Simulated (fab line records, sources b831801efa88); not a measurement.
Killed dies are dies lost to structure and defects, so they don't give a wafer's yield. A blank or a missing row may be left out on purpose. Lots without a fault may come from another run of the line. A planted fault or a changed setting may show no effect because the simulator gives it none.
Split-lot experiment | flow gf180mcu | 5 lots, 23 wafers read, on a route of 602 steps

THE SPLIT
At GF_DUAL_GATE_COAT_06 (resist thk 1000 nm), the setting resist_thk_nm was moved away from the recipe's 1000 nm on 8 of the 23 wafers read, by -5.2% to +2.4%. The other wafers ran this setting at the recipe's value.

The reading is taken at the split's own step.

THE READING
NOVOLAK_of_DUAL_GATE_COAT_06.thk_nm (the simulator's own value, which no gauge read), in nm, at GF_DUAL_GATE_COAT_06 (resist thk 1000 nm). The file gives no usual value for it. The 15 wafers here that ran the recipe average 999.8 nm, standard deviation 2.6 nm.

wafer  | tool, chamber at the split | resist_thk_nm as run, nm | against the recipe | NOVOLAK_of_DUAL_GATE_COAT_06.thk_nm, nm | against lot-mates on the recipe
L074.3 | litho_track-02, 0          | 1000                     | recipe             | 1002                                    | -
L074.4 | litho_track-02, 0          | 1000                     | recipe             | 999.9                                   | -
L074.5 | litho_track-02, 0          | 1000                     | recipe             | 999.1                                   | -
L079.1 | litho_track-01, 0          | 1000                     | recipe             | 1000                                    | -
L079.3 | litho_track-01, 0          | 1000                     | recipe             | 998.9                                   | -
L079.4 | litho_track-01, 0          | 1000                     | recipe             | 997                                     | -
L079.5 | litho_track-01, 0          | 1000                     | recipe             | 998.5                                   | -
L079.6 | litho_track-01, 0          | 1000                     | recipe             | 1001                                    | -
L080.1 | litho_track-01, 0          | 1000                     | recipe             | 996.2                                   | -
L080.2 | litho_track-01, 0          | 977.2                    | -2.3%              | 976.2                                   | -21.3
L080.3 | litho_track-01, 0          | 977.2                    | -2.3%              | 976.6                                   | -20.9
L080.5 | litho_track-01, 0          | 1000                     | recipe             | 998.8                                   | -
L080.6 | litho_track-01, 0          | 977.2                    | -2.3%              | 979.1                                   | -18.4
L081.1 | litho_track-01, 0          | 1000                     | recipe             | 1007                                    | -
L081.3 | litho_track-01, 0          | 1024                     | +2.4%              | 1027                                    | +22.0
L081.4 | litho_track-01, 0          | 1024                     | +2.4%              | 1028                                    | +23.0
L081.5 | litho_track-01, 0          | 1024                     | +2.4%              | 1025                                    | +20.0
L081.6 | litho_track-01, 0          | 1000                     | recipe             | 1003                                    | -
L082.2 | litho_track-04, 0          | 947.8                    | -5.2%              | 947.2                                   | -51.5
L082.3 | litho_track-04, 0          | 947.8                    | -5.2%              | 948.2                                   | -50.5
L082.4 | litho_track-04, 0          | 1000                     | recipe             | 996.9                                   | -
L082.5 | litho_track-04, 0          | 1000                     | recipe             | 998.3                                   | -
L082.6 | litho_track-04, 0          | 1000                     | recipe             | 1001                                    | -

THE FIT
A straight line over all 23 wafers: NOVOLAK_of_DUAL_GATE_COAT_06.thk_nm changes by +10.3 nm for each +1% of resist_thk_nm; r = +0.99; the points scatter about the line by 2.5 nm.
The same after taking each lot's own level away (the mean of its wafers on the recipe; 23 wafers): +9.45 nm for each +1%; r = +1.00; scatter 1.7 nm.
On that fit, the largest move of resist_thk_nm shifts the reading by 49 nm.
The lots' own levels span 997.50 to 1005.00 nm, that is 2.8 times the standard deviation above.
So the lot-to-lot level changes the slope little: the two slopes agree.
Check: with one of the wafers moved furthest among these (-5.2%) left out of the fit, the line predicts -48.5 nm for it against its lot-mates. It came out at -51.5 nm against them.

OTHER SPLITS ON THESE WAFERS
These wafers also went through other splits before the reading. Each is held against what the fit with the lots' levels taken away leaves over:
other split on the same wafers   | wafers away from the commonest value | r with NOVOLAK_of_DUAL_GATE_COAT_06.thk_nm (lot level and that fit taken away)
GF_STI_CVD_03 time_s             | 18                                   | +0.08
GF_STI_ETCH_13 over_etch_frac    | 11                                   | +0.04
GF_STI_CVD_23 sih4_flow_sccm     | 7                                    | -0.08
GF_NWELL_EXPOSE_04 dose_mj       | 9                                    | +0.04
GF_NWELL_IMPLANT_08 dose_cm2     | 7                                    | -0.16
GF_LVPWELL_IMPLANT_08 energy_kev | 8                                    | +0.03
GF_MVSD_SOFTBAKE_03 temp_c       | 6                                    | +0.23
GF_MVPSD_COAT_02 resist_thk_nm   | 9                                    | +0.08
GF_MVPSD_IMPLANT_09 energy_kev   | 9                                    | -0.33

THE WHOLE CHAIN: every reading that the file lists as answering this split, in the file's order
step                  | what it does       | reading                                                                              | change (the file's fit)              | r (the file's)
GF_DUAL_GATE_COAT_06  | resist thk 1000 nm | NOVOLAK_of_DUAL_GATE_COAT_06.thk_nm (the simulator's own value, which no gauge read) | +9.55 nm for each +1% of the setting | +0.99
GF_DUAL_GATE_STRIP_13 | strips in O2/N2    | strip_time_to_endpoint_s                                                             | withheld for each +1% of the setting | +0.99

THE FILE'S OWN FIT
NOVOLAK_of_DUAL_GATE_COAT_06.thk_nm changes by +9.55 nm for each +1% of resist_thk_nm, r = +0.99.
